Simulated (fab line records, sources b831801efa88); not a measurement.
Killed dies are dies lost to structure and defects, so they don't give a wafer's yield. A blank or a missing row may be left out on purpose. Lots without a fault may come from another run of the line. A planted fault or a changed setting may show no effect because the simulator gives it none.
Which tool did it? | flow gf180mcu | 24 lots, 72 wafers sampled, at 6 steps of a route of 602

WHAT THE GAUGES READ, wafer by wafer
GF_LVPWELL_TW_MEAS_11.
lot  | measured    | on            | LVPWELL_TW
L074 | day 3 21:11 | film_metro-01 | 551 554 552
L075 | day 4 02:40 | film_metro-04 | 569 564 567
L076 | day 4 07:02 | film_metro-04 | 569 567 567
L077 | day 4 15:59 | film_metro-04 | 572 569 569
L078 | day 4 19:03 | film_metro-01 | 550 551 553
L079 | day 5 00:24 | film_metro-01 | 554 556 553
L080 | day 5 05:47 | film_metro-04 | 571 571 574
L081 | day 5 11:33 | film_metro-04 | 571 569 573
L082 | day 5 17:56 | film_metro-01 | 547 552 554
L083 | day 5 23:32 | film_metro-04 | 568 572 569
L084 | day 6 05:08 | film_metro-01 | 552 554 550
L085 | day 6 10:42 | film_metro-01 | 555 551 551
L086 | day 6 15:01 | film_metro-03 | 561 559 563
L087 | day 7 03:50 | film_metro-03 | 559 556 560
L088 | day 7 05:12 | film_metro-03 | 560 561 558
L089 | day 7 08:23 | film_metro-01 | 551 549 550
L090 | day 7 17:41 | film_metro-01 | 552 554 551
L091 | day 8 00:07 | film_metro-04 | 575 573 575
L092 | day 8 05:34 | film_metro-01 | 548 547 547
L093 | day 8 10:24 | film_metro-04 | 578 578 579
L094 | day 8 12:48 | film_metro-03 | 559 561 563
L095 | day 8 20:23 | film_metro-03 | 563 566 562
L096 | day 9 02:04 | film_metro-01 | 550 546 548
L097 | day 9 07:35 | film_metro-01 | 548 545 550

GF_V4_OVL_MEAS_15.
lot  | measured     | on         | V4_OVL (nm)
L074 | day 24 07:01 | overlay-01 | 1 4 -2
L075 | day 24 17:34 | overlay-01 | 2 -3 -3
L076 | day 24 23:07 | overlay-02 | 4 1 5
L077 | day 25 11:16 | overlay-01 | 1 -9 -9
L078 | day 25 19:16 | overlay-01 | 5 11 1
L079 | day 26 02:46 | overlay-01 | -7 3 0
L080 | day 26 08:07 | overlay-01 | 7 0 -4
L081 | day 26 16:07 | overlay-02 | 2 -4 2
L082 | day 26 19:40 | overlay-01 | 6 6 6
L083 | day 27 11:43 | overlay-02 | -4 -8 -3
L084 | day 27 16:37 | overlay-02 | 2 0 -6
L085 | day 27 22:40 | overlay-02 | -1 -2 3
L086 | day 28 09:16 | overlay-02 | -12 -11 -6
L087 | day 28 21:50 | overlay-02 | -2 9 -3
L088 | day 29 00:12 | overlay-02 | -1 5 1
L089 | day 29 03:43 | overlay-02 | 0 0 0
L090 | day 29 16:44 | overlay-01 | 2 3 5
L091 | day 29 21:23 | overlay-02 | -9 -9 0
L092 | day 30 03:41 | overlay-01 | 9 -6 1
L093 | day 30 09:37 | overlay-01 | -6 -2 2
L094 | day 30 15:13 | overlay-01 | 0 7 -2
L095 | day 30 21:31 | overlay-01 | -4 2 1
L096 | day 31 01:52 | overlay-02 | -3 6 -12
L097 | day 31 08:26 | overlay-02 | -4 -8 -6

GF_V5_THK_MEAS_25: measures by xrf.
lot  | measured     | on            | V5_W_THK (nm)
L074 | day 27 03:13 | film_metro-01 | 347 342 339
L075 | day 27 14:17 | film_metro-01 | 337 340 338
L076 | day 27 17:40 | film_metro-01 | 345 346 346
L077 | day 28 06:44 | film_metro-04 | 347 349 343
L078 | day 28 12:56 | film_metro-02 | 351 355 342
L079 | day 28 19:04 | film_metro-04 | 343 343 346
L080 | day 28 23:55 | film_metro-02 | 347 350 349
L081 | day 29 09:47 | film_metro-02 | 347 347 342
L082 | day 29 11:29 | film_metro-01 | 350 344 349
L083 | day 30 02:10 | film_metro-01 | 338 343 340
L084 | day 30 06:59 | film_metro-04 | 340 344 340
L085 | day 30 12:31 | film_metro-04 | 338 333 332
L086 | day 30 22:24 | film_metro-02 | 338 345 340
L087 | day 31 10:37 | film_metro-04 | 335 338 339
L088 | day 31 11:37 | film_metro-01 | 335 335 339
L089 | day 31 16:00 | film_metro-02 | 340 342 342
L090 | day 32 03:04 | film_metro-01 | 333 336 332
L091 | day 32 06:40 | film_metro-04 | 338 340 342
L092 | day 32 13:22 | film_metro-01 | 339 339 337
L093 | day 32 18:53 | film_metro-02 | 342 344 340
L094 | day 32 22:44 | film_metro-02 | 345 343 344
L095 | day 33 04:22 | film_metro-04 | 339 337 336
L096 | day 33 08:13 | film_metro-01 | 337 344 332
L097 | day 33 14:58 | film_metro-04 | 344 345 343

WHICH TOOL RAN EACH LOT (tool, then ch and the chambers of the sampled wafers, then the start)
lot  | GF_STI_ETCH_13                    | GF_M1_SPUTTER_01             | GF_M3_SPUTTER_00
L074 | rie_diel-04 ch 0,3, day 2 00:58   | pvd_sputter-04, day 16 01:07 | pvd_sputter-04, day 20 04:41
L075 | rie_diel-01 ch 0,1, day 2 06:19   | pvd_sputter-02, day 16 12:31 | pvd_sputter-04, day 20 16:11
L076 | rie_diel-02 ch 0,1,3, day 2 10:37 | pvd_sputter-01, day 16 17:32 | pvd_sputter-02, day 20 21:50
L077 | rie_diel-02 ch 0,1,3, day 2 18:22 | pvd_sputter-02, day 17 07:19 | pvd_sputter-04, day 21 11:29
L078 | rie_diel-01 ch 1,2, day 2 22:04   | pvd_sputter-01, day 17 16:33 | pvd_sputter-04, day 21 21:50
L079 | rie_diel-02 ch 0,2, day 3 02:58   | pvd_sputter-04, day 17 23:28 | pvd_sputter-02, day 22 05:16
L080 | rie_diel-02 ch 0,1,2, day 3 07:52 | pvd_sputter-02, day 18 04:26 | pvd_sputter-04, day 22 10:16
L081 | rie_diel-01 ch 0,3, day 3 13:19   | pvd_sputter-04, day 18 14:44 | pvd_sputter-04, day 22 20:16
L082 | rie_diel-01 ch 2,3, day 3 19:19   | pvd_sputter-04, day 18 20:53 | pvd_sputter-04, day 23 00:47
L083 | rie_diel-01 ch 0,1,2, day 3 23:46 | pvd_sputter-01, day 19 12:53 | pvd_sputter-01, day 23 17:42
L084 | rie_diel-04 ch 1,2,3, day 4 05:22 | pvd_sputter-01, day 19 18:53 | pvd_sputter-02, day 24 00:05
L085 | rie_diel-01 ch 0,3, day 4 10:55   | pvd_sputter-04, day 20 03:37 | pvd_sputter-01, day 24 06:07
L086 | rie_diel-02 ch 0,3, day 4 15:04   | pvd_sputter-01, day 20 15:28 | pvd_sputter-02, day 24 18:01
L087 | rie_diel-01 ch 0,2,3, day 4 20:25 | pvd_sputter-02, day 21 07:19 | pvd_sputter-01, day 25 08:32
L088 | rie_diel-02 ch 0,1,2, day 5 01:07 | pvd_sputter-04, day 21 10:26 | pvd_sputter-01, day 25 10:40
L089 | rie_diel-02 ch 0,1,2, day 5 06:25 | pvd_sputter-04, day 21 14:13 | pvd_sputter-04, day 25 14:53
L090 | rie_diel-04 ch 0,1,3, day 5 13:37 | pvd_sputter-02, day 22 06:49 | pvd_sputter-04, day 26 04:32
L091 | rie_diel-04 ch 1,2,3, day 5 19:22 | pvd_sputter-04, day 22 12:35 | pvd_sputter-02, day 26 09:54
L092 | rie_diel-01 ch 0,2, day 5 23:34   | pvd_sputter-01, day 22 18:11 | pvd_sputter-02, day 26 16:37
L093 | rie_diel-04 ch 0,1, day 6 04:04   | pvd_sputter-01, day 23 02:02 | pvd_sputter-01, day 26 23:51
L094 | rie_diel-04 ch 0,1,3, day 6 08:07 | pvd_sputter-04, day 23 08:56 | pvd_sputter-04, day 27 06:01
L095 | rie_diel-04 ch 0,1,3, day 6 15:13 | pvd_sputter-04, day 23 18:43 | pvd_sputter-04, day 27 13:21
L096 | rie_diel-02 ch 0,1,2, day 6 20:43 | pvd_sputter-04, day 23 22:42 | pvd_sputter-04, day 27 17:28
L097 | rie_diel-01 ch 0,1,2, day 7 01:25 | pvd_sputter-02, day 24 07:11 | pvd_sputter-04, day 28 01:10
- GF_STI_ETCH_13: etches the open film in CHF3/O2, stops on Si, target depth 282.31 nm, time 112.9 s.
- GF_M1_SPUTTER_01: material TiN, target thk 30 nm, time 25 s.
- GF_M3_SPUTTER_00: material Ti, target thk 37.5 nm, time 150 s.

WHAT THE TOOLS THEMSELVES READ (means of the sampled wafers that have a number; where no wafer has one, the mark that the record gives instead)
GF_STI_ETCH_13.
lot  | tool        | drypump_motor_current_A (A) | oes_product_au (a.u.) | throttle_valve_pct (%)
L074 | rie_diel-04 | 5.8                         | 0.835                 | 8.809
L075 | rie_diel-01 | 6.4                         | 0.827                 | 8.808
L076 | rie_diel-02 | 5.8                         | 0.826                 | 8.810
L077 | rie_diel-02 | 5.8                         | 0.839                 | 8.809
L078 | rie_diel-01 | 6.5                         | 0.838                 | 8.819
L079 | rie_diel-02 | 6.0                         | 0.835                 | 8.822
L080 | rie_diel-02 | 5.9                         | 0.833                 | 8.823
L081 | rie_diel-01 | 5.8                         | 0.835                 | 8.815
L082 | rie_diel-01 | 6.0                         | 0.831                 | 8.819
L083 | rie_diel-01 | 6.2                         | 0.841                 | 8.810
L084 | rie_diel-04 | 5.8                         | 0.833                 | 8.811
L085 | rie_diel-01 | 5.7                         | 0.835                 | 8.813
L086 | rie_diel-02 | 5.7                         | 0.837                 | 8.809
L087 | rie_diel-01 | 5.9                         | 0.832                 | 8.819
L088 | rie_diel-02 | 5.9                         | 0.832                 | 8.815
L089 | rie_diel-02 | 5.9                         | 0.831                 | 8.815
L090 | rie_diel-04 | 6.1                         | 0.834                 | 8.812
L091 | rie_diel-04 | 5.8                         | 0.828                 | 8.804
L092 | rie_diel-01 | 5.9                         | 0.838                 | 8.811
L093 | rie_diel-04 | 6.4                         | 0.826                 | 8.809
L094 | rie_diel-04 | 6.1                         | 0.826                 | 8.803
L095 | rie_diel-04 | 6.1                         | 0.827                 | 8.810
L096 | rie_diel-02 | 5.9                         | 0.828                 | 8.810
L097 | rie_diel-01 | 6.2                         | 0.829                 | 8.810

GF_M1_SPUTTER_01.
lot  | tool           | throttle_valve_pct (%)
L074 | pvd_sputter-04 | 30.6
L075 | pvd_sputter-02 | 30.1
L076 | pvd_sputter-01 | 30.1
L077 | pvd_sputter-02 | 30.6
L078 | pvd_sputter-01 | 30.6
L079 | pvd_sputter-04 | 31.0
L080 | pvd_sputter-02 | 29.6
L081 | pvd_sputter-04 | 31.1
L082 | pvd_sputter-04 | 30.9
L083 | pvd_sputter-01 | 30.5
L084 | pvd_sputter-01 | 30.4
L085 | pvd_sputter-04 | 30.0
L086 | pvd_sputter-01 | 30.4
L087 | pvd_sputter-02 | 30.4
L088 | pvd_sputter-04 | 30.8
L089 | pvd_sputter-04 | 29.1
L090 | pvd_sputter-02 | 29.0
L091 | pvd_sputter-04 | 29.9
L092 | pvd_sputter-01 | 30.0
L093 | pvd_sputter-01 | 30.1
L094 | pvd_sputter-04 | 31.0
L095 | pvd_sputter-04 | 30.3
L096 | pvd_sputter-04 | 30.3
L097 | pvd_sputter-02 | 29.3

GF_M3_SPUTTER_00.
lot  | tool           | throttle_valve_pct (%)
L074 | pvd_sputter-04 | 30.4
L075 | pvd_sputter-04 | 29.9
L076 | pvd_sputter-02 | 30.0
L077 | pvd_sputter-04 | 31.2
L078 | pvd_sputter-04 | 31.1
L079 | pvd_sputter-02 | 30.2
L080 | pvd_sputter-04 | 30.5
L081 | pvd_sputter-04 | 29.5
L082 | pvd_sputter-04 | 29.5
L083 | pvd_sputter-01 | 30.4
L084 | pvd_sputter-02 | 30.5
L085 | pvd_sputter-01 | 30.3
L086 | pvd_sputter-02 | 29.0
L087 | pvd_sputter-01 | 30.4
L088 | pvd_sputter-01 | 30.7
L089 | pvd_sputter-04 | 30.0
L090 | pvd_sputter-04 | 30.3
L091 | pvd_sputter-02 | 30.2
L092 | pvd_sputter-02 | 31.0
L093 | pvd_sputter-01 | 29.9
L094 | pvd_sputter-04 | 30.3
L095 | pvd_sputter-04 | 30.7
L096 | pvd_sputter-04 | 30.0
L097 | pvd_sputter-04 | 29.9

THE ANSWER, worked out from the rows above alone
Rule: what is usual is taken from the lots themselves. Put in order of their means at a reading, lots are off if they are a third of the lots or fewer, leave a main group of 4 or more, and stand apart from it by a gap of 3 or more times the standard deviation of the main group's means; of several such gaps the widest counts. A main group whose means are all the same, to the digits that the tables above print for the reading, isn't used. A lot without any number at a reading at which 4 lots or more have one is off too. The other lots that the step has rows for count as sound. The gauges are gone through in route order, then the tools' own readings, and for those a lot's mean is taken as printed above. The first step at which some lot is off is used, and at that step the reading that is off furthest; a lot without a number counts as furthest.
No lot is off at any reading shown: from this, nothing can be told.

WHAT THE SIMULATOR HAD PUT IN
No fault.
